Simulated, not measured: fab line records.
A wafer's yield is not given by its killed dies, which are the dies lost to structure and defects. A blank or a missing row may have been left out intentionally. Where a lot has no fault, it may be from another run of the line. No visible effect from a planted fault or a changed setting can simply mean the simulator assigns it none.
Which tool is to blame? | flow gf180mcu | 13 lots with 39 wafers sampled at 3 steps, on a route of 602 steps

WHAT THE GAUGES READ, wafer by wafer
GF_POLY_GATE_THK_MEAS_17.
lot  | measured     | on            | POLY_GATE_OXIDATION_THK (nm)
L745 | day 9 08:10  | film metro-01 | 3.90 4.00 3.95
L747 | day 9 20:46  | film metro-03 | 3.93 3.90 3.88
L748 | day 10 03:17 | film metro-03 | 3.93 3.98 3.93
L750 | day 10 18:46 | film metro-03 | 3.92 3.95 4.07
L758 | day 13 05:17 | film metro-03 | 3.99 4.02 4.03
L759 | day 13 09:30 | film metro-01 | 3.88 3.82 3.90
L760 | day 14 04:03 | film metro-01 | 4.16 3.98 4.02
L761 | day 14 04:03 | film metro-02 | 3.88 3.96 3.88
L762 | day 14 08:16 | film metro-03 | 4.00 4.02 3.97
L763 | day 14 23:21 | film metro-02 | 4.03 3.96 4.04
L766 | day 15 13:52 | film metro-02 | 4.08 4.08 4.04
L767 | day 15 23:13 | film metro-02 | 4.01 3.98 4.00
L768 | day 16 03:25 | film metro-01 | 4.04 4.09 4.06

GF_POLY_GATE_CD_MEAS_18.
lot  | measured     | on        | cd nm (nm)
L745 | day 9 08:14  | cd sem-01 | 281.1 280.7 281.9
L747 | day 9 20:49  | cd sem-02 | 279.8 280.6 279.1
L748 | day 10 03:21 | cd sem-02 | 281.4 281.3 281.4
L750 | day 10 18:51 | cd sem-02 | 279.6 279.7 278.1
L758 | day 13 05:21 | cd sem-02 | 279.2 280.0 280.2
L759 | day 13 09:34 | cd sem-02 | 278.0 277.5 279.2
L760 | day 14 04:09 | cd sem-02 | 280.4 280.7 278.1
L761 | day 14 04:09 | cd sem-01 | 283.3 282.1 282.0
L762 | day 14 08:20 | cd sem-02 | 280.2 280.9 281.0
L763 | day 14 23:25 | cd sem-01 | 280.2 281.7 280.9
L766 | day 15 13:55 | cd sem-01 | 281.1 282.6 281.6
L767 | day 15 23:16 | cd sem-02 | 279.6 281.9 281.1
L768 | day 16 03:28 | cd sem-02 | 282.2 282.4 282.8

GF_HV_LDD_OVL_MEAS_32.
lot  | measured     | on         | HV_LDD_02_OVL (nm)
L745 | day 11 14:34 | overlay-02 | -0.8 -1.4 -1.0
L747 | day 12 04:39 | overlay-01 | -1.7 -1.5 -1.8
L748 | day 12 10:43 | overlay-02 | -0.1 -1.1 0.4
L750 | day 13 03:13 | overlay-01 | -0.7 -0.2 -2.2
L758 | day 15 19:41 | overlay-01 | 0.3 -1.8 -0.3
L759 | day 16 01:36 | overlay-01 | 0.8 1.1 0.2
L760 | day 16 22:19 | overlay-01 | 0.9 1.3 0.9
L761 | day 16 22:28 | overlay-01 | 3.0 4.1 2.7
L762 | day 17 03:00 | overlay-02 | -1.3 -1.5 -0.6
L763 | day 17 19:14 | overlay-02 | 0.6 -0.5 -0.4
L766 | day 18 10:58 | overlay-01 | -1.7 -1.5 -0.6
L767 | day 18 21:49 | overlay-02 | -1.4 0.1 1.1
L768 | day 19 02:16 | overlay-01 | 1.2 1.0 0.4

TOOL THAT RAN EACH LOT (tool first, then ch and the chambers of the sampled wafers, then the start)
The record holds no process step before these readings.

AS READ BY THE TOOLS THEMSELVES (means over the sampled wafers that have a number; for cases with no such wafer, the mark the record gives instead)
The record holds no such reading with a usual standard deviation.

THE ANSWER, worked out from the rows above alone
Rule: the lots themselves supply what counts as usual. Put in order of their means at a reading, lots are off if they are a third of the lots or fewer, leave a main group of 4 or more, and stand apart from it by a gap of 3 or more times the standard deviation of the main group's means; of several such gaps the widest counts. If all means in a main group match to the digits the tables above print for the reading, that group is not used. Also off: a lot with no number at a reading for which 4 or more lots have one. All remaining lots with rows at the step are treated as sound. After the gauges, taken in route order, come the tools' own readings; for these a lot's mean is taken, as printed above. The first step at which some lot is off is used, and at that step the reading that is off furthest; a lot without a number counts as furthest.
None of the lots is off at any reading shown; this tells nothing.

WHAT HAD BEEN PUT IN BY THE SIMULATOR
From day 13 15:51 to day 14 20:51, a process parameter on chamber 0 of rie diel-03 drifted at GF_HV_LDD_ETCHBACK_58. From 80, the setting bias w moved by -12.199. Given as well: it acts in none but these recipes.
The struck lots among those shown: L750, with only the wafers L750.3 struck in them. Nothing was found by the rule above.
